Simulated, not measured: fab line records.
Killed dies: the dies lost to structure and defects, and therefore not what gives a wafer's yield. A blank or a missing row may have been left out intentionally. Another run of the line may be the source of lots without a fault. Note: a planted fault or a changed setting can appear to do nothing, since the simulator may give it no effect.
fab line records	flow sky130	part 1 of 2: steps 1 to 27 of 38
record lots=5	wafers=15	lastDay=49
route steps=708 shown VIA3@583 METAL4@598 CAP2M@603
lots that met no fault: from a run of the same line without faults
startH: start of the lot's first displayed wafer, in hours after the record's first day	waitH: hours since the lot's step before	" same as the row above	L1.1+2: several wafers, shown together as one row	- no value present, or no start provided	* or withheld: withheld	< > ~ a bound
route shown NAME@n: names a module that has steps shown in the file, with the first one's number in the route	usual: average and standard deviation across the fault-free wafers	same: alike in all rows	chamber/n: place in a boat	sites: each site's reading	_std_site: how widely they spread, as a standard deviation	_edge_site: mean of outer sites minus mean of inner sites	radiusMm: for every site, how far away it sits from the centre of the wafer	mask NAME#n: copy n	behind: the last tool/chamber to shape the wafer	hold: the reason the lot was held/the length of the hold in hours/how it ended	device: names the non-switching transistor (n, p or np)	end of line: at the end of the route, the tests of the same wafers	step lacking rows: just its recipe	killed: the dies lost at the first sort to structure and to defects; this is not the yield of the wafer	map: per-die view of a wafer (x killed, . not killed, _ where there is no die)
set.NAME: the setting as run; set.NAME@STEP: as run at that earlier step	model.NAME: the simulator's own value behind a step, which no gauge read
a table for each step, a row for each wafer; lots at some steps of the route
services: when a tool's chamber went out of use (startH, in hours from the record's first day, below 0 if earlier), for how many hours, and the reason
## steps
# step SKY_VIA3_PEB_10
# recipe pebTempC=withheld	pebTimeS=withheld	resist=KrF-thick
lot.wafer	tool	chamber	startH	waitH
L074.2+4+6	lithoTrack-03	0	-	-
L081.1+3+4	lithoTrack-01	0	-	-
L083.1+4+6	lithoTrack-04	0	-	-
L084.3+5+6	lithoTrack-01	0	-	-
L091.1+4+6	lithoTrack-03	0	-	-
# step SKY_VIA3_DEVELOP_11
# recipe developTimeS=60	resist=KrF-thick	devTempC=21
# same developTimeS=60
lot.wafer	tool	chamber	startH	waitH
L074.2+4+6	lithoTrack-03	0	-	-
L081.1+3+4	lithoTrack-01	0	-	-
L083.1+4+6	lithoTrack-04	0	-	-
L084.3+5+6	lithoTrack-01	0	-	-
L091.1+4+6	lithoTrack-03	0	-	-
# step SKY_VIA3_CD_MEAS_12
# recipe targetCdNm=200
# usual cdNm=200.4/1.2
lot.wafer	tool	chamber	startH	waitH	cdNm
L074.2	cdSem-01	-	917.45	-	201.9
L074.4	"	-	"	"	200.6
L074.6	"	-	"	"	200.3
L081.1	cdSem-01	-	979.65	-	198.1
L081.3	"	-	"	"	201.3
L081.4	"	-	"	"	200.7
L083.1	cdSem-01	-	991.50	-	198.1
L083.4	"	-	"	"	199.0
L083.6	"	-	"	"	198.9
L084.3	cdSem-01	-	994.09	-	200.9
L084.5	"	-	"	"	201.4
L084.6	"	-	"	"	200.7
L091.1	cdSem-01	-	1058.23	-	200.7
L091.4	"	-	"	"	202.1
L091.6	"	-	"	"	200.9
# step SKY_VIA3_OVL_MEAS_13
# usual VIA3_OVL=-1/5.8
lot.wafer	tool	chamber	startH	waitH	VIA3_OVL[nm]
L074.2	overlay-02	-	917.56	0.1	3
L074.4	"	-	"	"	7
L074.6	"	-	"	"	10
L081.1	overlay-02	-	979.77	0.1	2
L081.3	"	-	"	"	-6
L081.4	"	-	"	"	6
L083.1	overlay-01	-	991.62	0.1	0
L083.4	"	-	"	"	6
L083.6	"	-	"	"	-1
L084.3	overlay-01	-	994.18	0.1	7
L084.5	"	-	"	"	6
L084.6	"	-	"	"	6
L091.1	overlay-01	-	1058.35	0.1	8
L091.4	"	-	"	"	0
L091.6	"	-	"	"	-3
# step SKY_VIA3_ETCH_14
# recipe chemistry=N2/H2	target=BARC	ionEnergyEv=200	sourceW=500	biasW=100	pressureMtorr=30	n2FlowSccm=100	h2FlowSccm=200	stopOn=SiO2	timeS=45.9	targetDepthA=600
# usual drypumpMotorCurrentA=5.7/0.36	oesProductAu=0.855/0.0051	throttleValvePct=13.223/0.0085
# same timeS=45.9
lot.wafer	tool	chamber	startH	waitH	drypumpMotorCurrentA	oesProductAu	rfHoursCounterH	throttleValvePct
L074.2	rieDiel-02	2	917.59	0.0	5.7	0.854	16	13.226
L074.4	"	1	"	"	5.4	0.857	7	13.220
L074.6	"	2	"	"	5.8	0.864	-	13.231
L081.1	rieDiel-02	2	979.81	0.0	5.8	0.860	17	13.203
L081.3	"	0	"	"	5.6	0.854	26	13.233
L081.4	"	1	"	"	5.5	0.854	9	13.236
L083.1	rieDiel-01	3	991.65	0.0	6.3	0.858	20	13.206
L083.4	"	2	"	"	5.3	0.861	6	13.225
L083.6	"	2	"	"	5.3	0.851	-	13.214
L084.3	rieDiel-03	0	994.21	0.0	6.7	0.861	0	13.220
L084.5	"	0	"	"	6.6	0.856	-	13.216
L084.6	"	1	"	"	5.3	0.854	-	13.211
L091.1	rieDiel-02	3	1058.39	0.0	5.3	0.858	19	13.226
L091.4	"	2	"	"	5.7	0.848	20	13.234
L091.6	"	3	"	"	5.3	0.858	-	13.233
# step SKY_VIA3_ETCH_15
# recipe target=SiO2	chemistry=C4F8/O2/Ar	targetDepthNm=507	stopOn=TiN	maskMaterial=KrF-thick	sourceW=1500	biasW=1200	pressureMtorr=40	c4f8FlowSccm=withheld	O2_flow_sccm=6	Ar_flow_sccm=300	timeS=78
# usual oesProductAu=0.946/0.0046
# same timeS=78
lot.wafer	tool	chamber	startH	waitH	oesProductAu	rfHoursCounterH
L074.2	rieDiel-02	2	917.63	0.0	0.938	16
L074.4	"	1	"	"	0.949	7
L074.6	"	2	"	"	0.947	-
L081.1	rieDiel-02	2	979.85	0.0	0.951	18
L081.3	"	0	"	"	0.943	26
L081.4	"	1	"	"	0.937	9
L083.1	rieDiel-01	3	991.69	0.0	0.946	20
L083.4	"	2	"	"	0.947	6
L083.6	"	2	"	"	0.954	-
L084.3	rieDiel-03	0	994.25	0.0	0.949	0
L084.5	"	0	"	"	0.941	-
L084.6	"	1	"	"	0.946	-
L091.1	rieDiel-02	3	1058.43	0.0	0.944	19
L091.4	"	2	"	"	0.950	20
L091.6	"	3	"	"	0.943	-
# step SKY_VIA3_STRIP_16
# recipe chemistry=O2/N2	powerW=1400	pressureMtorr=1500	platenTempC=withheld	o2FlowSccm=3000	n2FlowSccm=300	overashFraction=0.5
# usual drypumpMotorCurrentA=5.7/0.56	o2FlowSccm=3002/9.9	oesProductAu=0.402/0.0047	stripTimeToEndpointS=4.134/0.024
lot.wafer	tool	chamber	startH	waitH	drypumpMotorCurrentA	o2FlowSccm	oesProductAu	rfHoursCounterH	stripTimeToEndpointS
L074.2	plasmaAsher-04	1	917.69	0.0	5.5	3007	0.400	110	4.137
L074.4	"	1	"	"	5.5	3000	0.394	-	4.110
L074.6	"	0	"	"	6.4	3001	0.404	-	4.118
L081.1	plasmaAsher-04	0	979.91	0.0	6.4	2992	0.404	116	4.106
L081.3	"	1	"	"	5.5	2993	0.395	-	4.065
L081.4	"	0	"	"	6.4	2999	0.405	-	4.129
L083.1	plasmaAsher-01	1	991.75	0.0	6.4	3010	0.402	54	4.136
L083.4	"	1	"	"	6.4	3006	0.408	-	4.149
L083.6	"	1	"	"	6.4	3006	0.397	-	4.136
L084.3	plasmaAsher-01	1	994.34	0.1	6.4	2990	0.404	-	4.134
L084.5	"	0	"	"	5.0	3023	0.403	-	4.131
L084.6	"	1	"	"	6.4	2992	0.402	-	4.138
L091.1	plasmaAsher-01	0	1058.49	0.0	4.9	3011	0.402	61	4.130
L091.4	"	1	"	"	6.3	3012	0.393	-	4.133
L091.6	"	0	"	"	4.9	2999	0.407	-	4.151
# step SKY_VIA3_STRIP_17
# recipe chemistry=postEtchResidueRemover	timeS=1200	tempC=72.5
# same timeS=1200
lot.wafer	tool	chamber	startH	waitH
L074.2+4+6	wetBench-04	2	917.79	0.1
L081.1+3+4	wetBench-04	0	980.01	0.1
L083.1+4+6	wetBench-03	2	991.85	0.1
L084.3+5+6	wetBench-02	0	994.41	0.0
L091.1+4+6	wetBench-04	1	1058.59	0.1
# step SKY_VIA3_CLEAN_18
# recipe chemistry=IPA	timeS=180	tempC=25
# same timeS=180
lot.wafer	tool	chamber	startH	waitH
L074.2+4+6	wetBench-02	3	918.13	0.0
L081.1+3+4	wetBench-03	1	980.35	0.0
L083.1+4+6	wetBench-02	2	992.20	0.0
L084.3+5+6	wetBench-04	1	994.75	0.0
L091.1+4+6	wetBench-02	2	1058.93	0.0
# step SKY_VIA3_CLEAN_19
# recipe chemistry=O3/DIW	dry=n2Spin
lot.wafer	tool	chamber	startH	waitH
L074.2+4+6	wetBench-03	2	918.19	0.0
L081.1+3+4	wetBench-02	1	980.41	0.0
L083.1+4+6	wetBench-03	2	992.25	0.0
L084.3+5+6	wetBench-02	3	994.81	0.0
L091.1+4+6	wetBench-03	2	1059.01	0.0
# step SKY_VIA3_SPUTTER_20
# recipe material=TiN	targetThkNm=20	chamberPressurePa=5	powerW=4000	timeS=80
# usual throttleValvePct=30.1/0.96
# same timeS=80
lot.wafer	tool	chamber	startH	waitH	throttleValvePct
L074.2	pvdSputter-04	-	918.29	0.0	30.1
L074.4	"	-	"	"	31.4
L074.6	"	-	"	"	29.8
L081.1	pvdSputter-01	-	980.51	0.0	30.5
L081.3	"	-	"	"	29.5
L081.4	"	-	"	"	29.8
L083.1	pvdSputter-02	-	992.35	0.0	28.7
L083.4	"	-	"	"	30.7
L083.6	"	-	"	"	29.9
L084.3	pvdSputter-01	-	994.90	0.0	29.5
L084.5	"	-	"	"	28.2
L084.6	"	-	"	"	30.5
L091.1	pvdSputter-02	-	1059.10	0.0	31.4
L091.4	"	-	"	"	29.6
L091.6	"	-	"	"	29.6
# step SKY_VIA3_CVD_21
# recipe material=W	targetThkNm=390	timeS=117.31	tempC=400	pressureTorr=40
# usual heaterPowerW=838/95
# same timeS=117.31
lot.wafer	tool	chamber	startH	waitH	heaterPowerW	sinceWetCleanH
L074.2	cvdW-01	0	918.35	0.0	939	0
L074.4	"	0	"	"	930	-
L074.6	"	0	"	"	923	-
L081.1	cvdW-02	0	980.57	0.0	924	577
L081.3	"	0	"	"	924	-
L081.4	"	1	"	"	786	-
L083.1	cvdW-02	0	992.41	0.0	948	588
L083.4	"	1	"	"	770	-
L083.6	"	1	"	"	776	-
L084.3	cvdW-01	1	995.00	0.1	716	-
L084.5	"	0	"	"	953	-
L084.6	"	1	"	"	742	-
L091.1	cvdW-01	1	1059.16	0.0	716	141
L091.4	"	1	"	"	729	-
L091.6	"	1	"	"	733	-
# step SKY_VIA3_RS_MEAS_22
# recipe thkMeasGauge=four-point-probe	reads=W_of_VIA3_CVD_21+TiN_of_VIA3_SPUTTER_20
# usual VIA3_W_RS=0.294/0.0063
lot.wafer	tool	chamber	startH	waitH	VIA3_W_RS[ohm/sq]
L074.2	filmMetro-02	-	918.50	0.1	0.296
L074.4	"	-	"	"	0.294
L074.6	"	-	"	"	0.295
L081.1	filmMetro-02	-	980.69	0.1	0.294
L081.3	"	-	"	"	0.296
L081.4	"	-	"	"	0.284
L083.1	filmMetro-03	-	992.53	0.1	0.295
L083.4	"	-	"	"	0.282
L083.6	"	-	"	"	0.284
L084.3	filmMetro-03	-	995.12	0.1	0.304
L084.5	"	-	"	"	0.300
L084.6	"	-	"	"	0.300
L091.1	filmMetro-03	-	1059.29	0.1	0.301
L091.4	"	-	"	"	0.300
L091.6	"	-	"	"	0.301
# step SKY_VIA3_THK_MEAS_23
# recipe thkMeasGauge=xrf	reads=W_of_VIA3_CVD_21
# usual VIA3_W_THK=378/10
lot.wafer	tool	chamber	startH	waitH	VIA3_W_THK[nm]
L074.2	filmMetro-02	-	918.61	0.1	378
L074.4	"	-	"	"	379
L074.6	"	-	"	"	377
L081.1	filmMetro-02	-	980.81	0.1	380
L081.3	"	-	"	"	380
L081.4	"	-	"	"	393
L083.1	filmMetro-03	-	992.65	0.1	375
L083.4	"	-	"	"	391
L083.6	"	-	"	"	386
L084.3	filmMetro-03	-	995.22	0.1	365
L084.5	"	-	"	"	367
L084.6	"	-	"	"	366
L091.1	filmMetro-03	-	1059.41	0.1	362
L091.4	"	-	"	"	363
L091.6	"	-	"	"	360
# step SKY_VIA3_CMP_24
# recipe stopOn=SiO2	tOverpolishS=20	downForcePsi=3.5	platenRpm=60	targetThkNm=0	padVelocityMS=0.94248
# usual motorCurrentA=11.2/1.3	overpolishRunS=19.998/0.0092	retainingRingPressureFrac=1.000/0.005	timeToEndpointS=96/3.4
lot.wafer	tool	chamber	startH	waitH	motorCurrentA	overpolishRunS	retainingRingPressureFrac	timeToEndpointS
L074.4	cmp-01	0	918.66	0.0	10.2	19.995	0.998	93
L074.2	"	1	"	"	13.4	19.995	1.007	94
L074.6	"	0	"	"	10.3	19.990	1.001	95
L081.4	cmp-02	1	980.91	0.1	11.5	19.996	0.998	94
L081.3	"	3	"	"	10.3	19.994	0.997	93
L081.1	"	0	"	"	9.6	19.991	0.995	89
L083.4	cmp-02	3	992.71	0.0	10.2	19.998	1.002	101
L083.1	"	2	"	"	10.7	19.980	1.005	94
L083.6	"	3	"	"	10.5	20.005	0.999	99
L084.3	cmp-02	0	995.45	0.2	9.6	20.000	0.998	90
L084.5	"	2	"	"	10.8	19.998	0.997	94
L084.6	"	3	"	"	10.4	20.005	0.990	97
L091.4	cmp-02	3	1059.67	0.2	10.2	19.999	0.996	93
L091.1	"	2	"	"	10.4	19.999	1.003	97
L091.6	"	0	"	"	9.7	19.997	1.001	88
# step SKY_METAL4_SPUTTER_00
# recipe material=Ti	targetThkNm=15	powerW=3000	timeS=10	chamberPressurePa=0.4
# usual throttleValvePct=30.0/1.2
# same timeS=10
lot.wafer	tool	chamber	startH	waitH	throttleValvePct
L074.2	pvdSputter-03	-	918.96	0.2	28.8
L074.4	"	-	"	"	27.7
L074.6	"	-	"	"	28.9
L081.1	pvdSputter-04	-	981.21	0.1	29.9
L081.3	"	-	"	"	31.2
L081.4	"	-	"	"	30.4
L083.1	pvdSputter-04	-	993.01	0.1	31.2
L083.4	"	-	"	"	29.7
L083.6	"	-	"	"	30.0
L084.3	pvdSputter-04	-	995.65	0.1	31.3
L084.5	"	-	"	"	31.5
L084.6	"	-	"	"	30.2
L091.1	pvdSputter-04	-	1059.97	0.1	31.4
L091.4	"	-	"	"	30.2
L091.6	"	-	"	"	31.7
# step SKY_METAL4_SPUTTER_01
# recipe material=TiN	targetThkNm=20	powerW=6500	timeS=16.7	chamberPressurePa=0.4
# usual throttleValvePct=30.1/1.2
# same timeS=16.7
lot.wafer	tool	chamber	startH	waitH	throttleValvePct
L074.2	pvdSputter-03	-	918.98	0.0	28.5
L074.4	"	-	"	"	28.2
L074.6	"	-	"	"	28.5
L081.1	pvdSputter-04	-	981.23	0.0	30.0
L081.3	"	-	"	"	31.3
L081.4	"	-	"	"	30.6
L083.1	pvdSputter-04	-	993.03	0.0	31.4
L083.4	"	-	"	"	29.9
L083.6	"	-	"	"	29.8
L084.3	pvdSputter-04	-	995.67	0.0	31.2
L084.5	"	-	"	"	31.5
L084.6	"	-	"	"	30.5
L091.1	pvdSputter-04	-	1059.99	0.0	31.5
L091.4	"	-	"	"	30.2
L091.6	"	-	"	"	31.1
# step SKY_METAL4_SPUTTER_02
# recipe material=AlCu	targetThkNm=735	powerW=10600	timeS=39.1	chamberPressurePa=0.4
# usual throttleValvePct=30.0/1.1
# same timeS=39.1
lot.wafer	tool	chamber	startH	waitH	throttleValvePct
L074.2	pvdSputter-03	-	919.00	0.0	28.6
L074.4	"	-	"	"	27.9
L074.6	"	-	"	"	28.8
L081.1	pvdSputter-04	-	981.26	0.0	29.7
L081.3	"	-	"	"	31.5
L081.4	"	-	"	"	30.8
L083.1	pvdSputter-04	-	993.06	0.0	31.4
L083.4	"	-	"	"	29.7
L083.6	"	-	"	"	29.4
L084.3	pvdSputter-04	-	995.69	0.0	31.2
L084.5	"	-	"	"	31.2
L084.6	"	-	"	"	30.4
L091.1	pvdSputter-04	-	1060.02	0.0	31.3
L091.4	"	-	"	"	30.6
L091.6	"	-	"	"	31.2
# step SKY_METAL4_SPUTTER_03
# recipe material=Ti	targetThkNm=5	powerW=3000	timeS=3.3	chamberPressurePa=0.4
# usual throttleValvePct=30.0/1.2
# same timeS=3.3
lot.wafer	tool	chamber	startH	waitH	throttleValvePct
L074.2	pvdSputter-03	-	919.04	0.0	28.6
L074.4	"	-	"	"	27.9
L074.6	"	-	"	"	28.5
L081.1	pvdSputter-04	-	981.30	0.0	29.8
L081.3	"	-	"	"	31.2
L081.4	"	-	"	"	30.3
L083.1	pvdSputter-04	-	993.10	0.0	31.6
L083.4	"	-	"	"	29.8
L083.6	"	-	"	"	29.6
L084.3	pvdSputter-04	-	995.73	0.0	30.9
L084.5	"	-	"	"	31.5
L084.6	"	-	"	"	30.3
L091.1	pvdSputter-04	-	1060.06	0.0	31.1
L091.4	"	-	"	"	30.3
L091.6	"	-	"	"	31.5
# step SKY_METAL4_SPUTTER_04
# recipe material=TiN	targetThkNm=70	powerW=6500	timeS=58.3	chamberPressurePa=0.4
# usual throttleValvePct=30.0/1.2
# same timeS=58.3
lot.wafer	tool	chamber	startH	waitH	throttleValvePct
L074.2	pvdSputter-03	-	919.06	0.0	28.6
L074.4	"	-	"	"	28.2
L074.6	"	-	"	"	28.8
L081.1	pvdSputter-04	-	981.31	0.0	29.8
L081.3	"	-	"	"	31.5
L081.4	"	-	"	"	30.3
L083.1	pvdSputter-04	-	993.11	0.0	31.4
L083.4	"	-	"	"	30.0
L083.6	"	-	"	"	29.7
L084.3	pvdSputter-04	-	995.75	0.0	31.3
L084.5	"	-	"	"	31.5
L084.6	"	-	"	"	30.5
L091.1	pvdSputter-04	-	1060.07	0.0	31.4
L091.4	"	-	"	"	30.4
L091.6	"	-	"	"	31.5
# step SKY_CAP2M_CVD_00
# recipe material=SiO2	targetThkNm=15.5	tempC=400	timeS=withheld	rfW=450
# usual heaterPowerW=722/87
lot.wafer	tool	chamber	startH	waitH	heaterPowerW
L074.2	pecvd-03	2	919.11	0.0	787
L074.4	"	2	"	"	788
L074.6	"	1	"	"	740
L081.1	pecvd-03	1	981.36	0.0	649
L081.3	"	0	"	"	756
L081.4	"	2	"	"	745
L083.1	pecvd-03	0	993.16	0.0	749
L083.4	"	2	"	"	801
L083.6	"	0	"	"	766
L084.3	pecvd-03	0	995.80	0.0	703
L084.5	"	1	"	"	648
L084.6	"	0	"	"	700
L091.1	pecvd-01	1	1060.12	0.0	805
L091.4	"	2	"	"	909
L091.6	"	0	"	"	696
# step SKY_CAP2M_THK_MEAS_01
# recipe reads=SiO2_of_CAP2M_CVD_00
# usual CAP2M_CVD_00_THK=15.47/0.21
lot.wafer	tool	chamber	startH	waitH	CAP2M_CVD_00_THK[nm]
L074.2	filmMetro-03	-	919.14	-	15.41
L074.4	"	-	"	"	15.55
L074.6	"	-	"	"	15.49
L081.1	filmMetro-02	-	981.39	-	15.33
L081.3	"	-	"	"	15.44
L081.4	"	-	"	"	15.85
L083.1	filmMetro-03	-	993.18	-	15.37
L083.4	"	-	"	"	15.86
L083.6	"	-	"	"	15.48
L084.3	filmMetro-04	-	995.84	-	15.38
L084.5	"	-	"	"	15.61
L084.6	"	-	"	"	15.51
L091.1	filmMetro-04	-	1060.14	-	15.05
L091.4	"	-	"	"	15.30
L091.6	"	-	"	"	15.36
# step SKY_CAP2M_SPUTTER_02
# recipe material=TiN	targetThkNm=200	tempC=300	powerW=6500	timeS=166.7	chamberPressurePa=0.4
# usual throttleValvePct=29.7/1
# same timeS=166.7
lot.wafer	tool	chamber	startH	waitH	throttleValvePct
L074.2	pvdSputter-04	-	919.19	0.0	29.8
L074.4	"	-	"	"	31.2
L074.6	"	-	"	"	31.1
L081.1	pvdSputter-01	-	981.45	0.1	27.8
L081.3	"	-	"	"	29.6
L081.4	"	-	"	"	29.6
L083.1	pvdSputter-03	-	993.24	0.1	28.5
L083.4	"	-	"	"	30.8
L083.6	"	-	"	"	28.0
L084.3	pvdSputter-01	-	995.88	0.0	30.6
L084.5	"	-	"	"	27.9
L084.6	"	-	"	"	29.6
L091.1	pvdSputter-01	-	1060.20	0.1	29.6
L091.4	"	-	"	"	29.5
L091.6	"	-	"	"	29.6
# step SKY_CAP2M_RS_MEAS_03
# recipe thkMeasGauge=four-point-probe	reads=TiN_of_CAP2M_SPUTTER_02
# usual CAP2M_TIN_RS=6.89/0.065
lot.wafer	tool	chamber	startH	waitH	CAP2M_TIN_RS[ohm/sq]
L074.2	filmMetro-04	-	919.32	0.1	6.89
L074.4	"	-	"	"	6.92
L074.6	"	-	"	"	6.83
L081.1	filmMetro-03	-	981.55	0.1	6.85
L081.3	"	-	"	"	6.90
L081.4	"	-	"	"	6.82
L083.1	filmMetro-04	-	993.35	0.1	6.91
L083.4	"	-	"	"	6.88
L083.6	"	-	"	"	6.88
L084.3	filmMetro-03	-	996.03	0.1	6.95
L084.5	"	-	"	"	6.97
L084.6	"	-	"	"	7.01
L091.1	filmMetro-04	-	1060.31	0.1	7.03
L091.4	"	-	"	"	7.01
L091.6	"	-	"	"	6.93
# step SKY_CAP2M_THK_MEAS_04
# recipe thkMeasGauge=xrf	reads=TiN_of_CAP2M_SPUTTER_02
# usual CAP2M_TIN_THK=198.9/2.1
lot.wafer	tool	chamber	startH	waitH	CAP2M_TIN_THK[nm]
L074.2	filmMetro-04	-	919.43	0.1	200.3
L074.4	"	-	"	"	200.5
L074.6	"	-	"	"	203.0
L081.1	filmMetro-03	-	981.67	0.1	200.2
L081.3	"	-	"	"	199.0
L081.4	"	-	"	"	199.6
L083.1	filmMetro-04	-	993.47	0.1	199.6
L083.4	"	-	"	"	199.8
L083.6	"	-	"	"	199.5
L084.3	filmMetro-03	-	996.13	0.1	197.0
L084.5	"	-	"	"	195.8
L084.6	"	-	"	"	195.2
L091.1	filmMetro-04	-	1060.43	0.1	195.1
L091.4	"	-	"	"	195.8
L091.6	"	-	"	"	198.3
# step SKY_CAP2M_DEHYDRATE_05
# recipe tempC=200	timeS=60
# same timeS=60
lot.wafer	tool	chamber	startH	waitH
L074.2+4+6	lithoTrack-02	0	930.95	11.5
L081.1+3+4	lithoTrack-02	0	992.77	11.1
L083.1+4+6	lithoTrack-03	0	1004.58	11.1
L084.3+5+6	lithoTrack-01	0	1006.60	10.5
L091.1+4+6	lithoTrack-01	0	1070.60	10.2
# step SKY_CAP2M_HMDS_06
# recipe primeTimeS=60	primeTempC=120
# same primeTimeS=60
lot.wafer	tool	chamber	startH	waitH
L074.2+4+6	lithoTrack-02	0	931.10	0.1
L081.1+3+4	lithoTrack-02	0	992.92	0.1
L083.1+4+6	lithoTrack-03	0	1004.73	0.1
L084.3+5+6	lithoTrack-01	0	1006.75	0.1
L091.1+4+6	lithoTrack-01	0	1070.75	0.1
